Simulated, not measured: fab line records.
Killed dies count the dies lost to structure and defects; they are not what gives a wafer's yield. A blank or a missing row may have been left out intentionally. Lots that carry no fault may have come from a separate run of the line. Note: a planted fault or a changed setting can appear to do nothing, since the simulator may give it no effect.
Matching of chambers || flow sky130 || SKY_VIA2_ETCH_14 on rie diel-04 has 4 sister chambers
The step etches BARC in N2/H2, stops on SiO2, time 45.9 s, target depth 60 nm. 4 wafers are shown with their chamber, then 9 later ones without.

== WAFERS WITH THEIR CHAMBER ==
{"wafer": "L084.5", "chamber": 0, "drypump motor current A (A)": 5.9}
{"wafer": "L086.6", "chamber": 3, "drypump motor current A (A)": 5.2}
{"wafer": "L089.5", "chamber": 2, "drypump motor current A (A)": 6.3}
{"wafer": "L089.6", "chamber": 1, "drypump motor current A (A)": 6.5}

== WAFERS WITHOUT THEIR CHAMBER ==
{"wafer": "L093.2", "drypump motor current A (A)": 6.6}
{"wafer": "L093.3", "drypump motor current A (A)": 6.3}
{"wafer": "L093.4", "drypump motor current A (A)": 5.2}
{"wafer": "L094.1", "drypump motor current A (A)": 6.6}
{"wafer": "L094.4", "drypump motor current A (A)": 5.9}
{"wafer": "L094.6", "drypump motor current A (A)": 6.2}
{"wafer": "L095.1", "drypump motor current A (A)": 6.3}
{"wafer": "L095.4", "drypump motor current A (A)": 5.2}
{"wafer": "L095.6", "drypump motor current A (A)": 5.2}

== WHICH CHAMBER EACH WENT THROUGH ==
{"wafer": "L093.2", "from the rows above": 1, "in truth": 1}
{"wafer": "L093.3", "from the rows above": 2, "in truth": 2}
{"wafer": "L093.4", "from the rows above": 3, "in truth": 3}
{"wafer": "L094.1", "from the rows above": 1, "in truth": 1}
{"wafer": "L094.4", "from the rows above": 0, "in truth": 0}
{"wafer": "L094.6", "from the rows above": 2, "in truth": 2}
{"wafer": "L095.1", "from the rows above": 2, "in truth": 2}
{"wafer": "L095.4", "from the rows above": 3, "in truth": 3}
{"wafer": "L095.6", "from the rows above": 3, "in truth": 3}
Placed correctly: 9 of 9. Number that these rows cannot place: 0. Number placed wrongly: 0.
How it was worked out, from the rows above alone: a wafer's distance from a chamber is the root of the sum, over the readings, of the square of ((its reading less the chamber's mean) divided by the reading's scatter). The wafer belongs to the nearest chamber; if the next one is less than 2 further off, it can't be placed. The mean given for a chamber averages the wafers shown for that chamber. The scatter (one wafer shown for each chamber): square how far every hidden wafer sits from the nearest shown wafer, average those squares and take the square root.
